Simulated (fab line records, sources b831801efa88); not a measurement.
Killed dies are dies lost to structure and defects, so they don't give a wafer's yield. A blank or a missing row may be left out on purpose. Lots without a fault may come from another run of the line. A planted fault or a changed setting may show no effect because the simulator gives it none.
Chamber matching | flow sky130 | SKY_VIA2_ETCH_14 on rie_diel-03: 4 sister chambers
The step etches BARC in N2/H2, stops on SiO2, time 45.9 s, target depth 60 nm. 22 wafers are shown with their chamber, then 11 later ones without.

WAFERS WITH THEIR CHAMBER
wafer  | chamber | drypump_motor_current_A (A) | oes_product_au (a.u.) | n2_flow_sccm (sccm)
L075.2 | 2       | 6.6                         | 0.853                 | 100.45
L075.3 | 3       | 4.7                         | 0.850                 | 100.23
L075.6 | 1       | 5.4                         | 0.853                 | 99.77
L076.1 | 0       | 5.8                         | 0.855                 | 100.56
L076.3 | 3       | 4.8                         | 0.850                 | 99.76
L076.4 | 2       | 6.6                         | 0.852                 | 100.29
L077.1 | 1       | 5.5                         | 0.858                 | 99.77
L077.4 | 3       | 4.8                         | 0.858                 | 100.44
L077.5 | 1       | 5.5                         | 0.860                 | 100.01
L079.3 | 3       | 4.7                         | 0.858                 | 99.77
L079.4 | 3       | 4.7                         | 0.860                 | 99.82
L079.6 | 1       | 5.5                         | 0.855                 | 100.16
L080.1 | 0       | 5.8                         | 0.854                 | 100.13
L080.4 | 3       | 4.8                         | 0.854                 | 99.45
L080.5 | 3       | 4.8                         | 0.852                 | 100.29
L082.2 | 0       | 5.8                         | 0.860                 | 99.65
L082.3 | 1       | 5.5                         | 0.858                 | 99.96
L082.5 | 0       | 5.8                         | 0.866                 | 100.00
L085.1 | 2       | 6.6                         | 0.842                 | 99.67
L085.5 | 1       | 5.5                         | 0.857                 | 99.66
L085.6 | 0       | 5.8                         | 0.846                 | 100.28
L088.2 | 0       | 5.8                         | 0.851                 | 99.89

SIGNATURES (means of the wafers above)
reading                 | chamber 0 | chamber 1 | chamber 2 | chamber 3 | scatter within a chamber
drypump_motor_current_A | 5.800     | 5.483     | 6.600     | 4.757     | 0.0376
oes_product_au          | 0.85533   | 0.85683   | 0.84900   | 0.85457   | 0.005
n2_flow_sccm            | 100.0850  | 99.8883   | 100.1367  | 99.9657   | 0.315
Rule: a wafer's distance from a chamber is the root of the sum, over the readings, of the square of ((its reading less the chamber's mean) divided by the reading's scatter). The wafer belongs to the nearest chamber; if the next one is less than 2 further off, it can't be placed. The scatter: the root of (the sum of the squares of (reading less its chamber's mean) over the shown wafers, divided by (wafers less chambers)).

WAFERS WITHOUT THEIR CHAMBER
wafer  | drypump_motor_current_A (A) | oes_product_au (a.u.) | n2_flow_sccm (sccm)
L088.3 | 6.6                         | 0.856                 | 99.18
L088.5 | 5.8                         | 0.854                 | 100.02
L089.1 | 4.7                         | 0.852                 | 100.40
L089.4 | 5.8                         | 0.867                 | 100.59
L089.5 | 6.6                         | 0.852                 | 100.04
L091.1 | 5.4                         | 0.859                 | 100.01
L091.2 | 5.8                         | 0.861                 | 100.35
L091.4 | 4.8                         | 0.859                 | 99.89
L097.1 | 6.6                         | 0.858                 | 99.60
L097.3 | 5.4                         | 0.856                 | 100.26
L097.5 | 5.8                         | 0.850                 | 100.42

WHICH CHAMBER EACH WENT THROUGH
wafer  | from the rows above | in truth
L088.3 | 2                   | 2
L088.5 | 0                   | 0
L089.1 | 3                   | 3
L089.4 | 0                   | 0
L089.5 | 2                   | 2
L091.1 | 1                   | 1
L091.2 | 0                   | 0
L091.4 | 3                   | 3
L097.1 | 2                   | 2
L097.3 | 1                   | 1
L097.5 | 0                   | 0
Placed correctly: 11 of 11. Can't be placed from these rows: 0. Placed wrongly: 0.
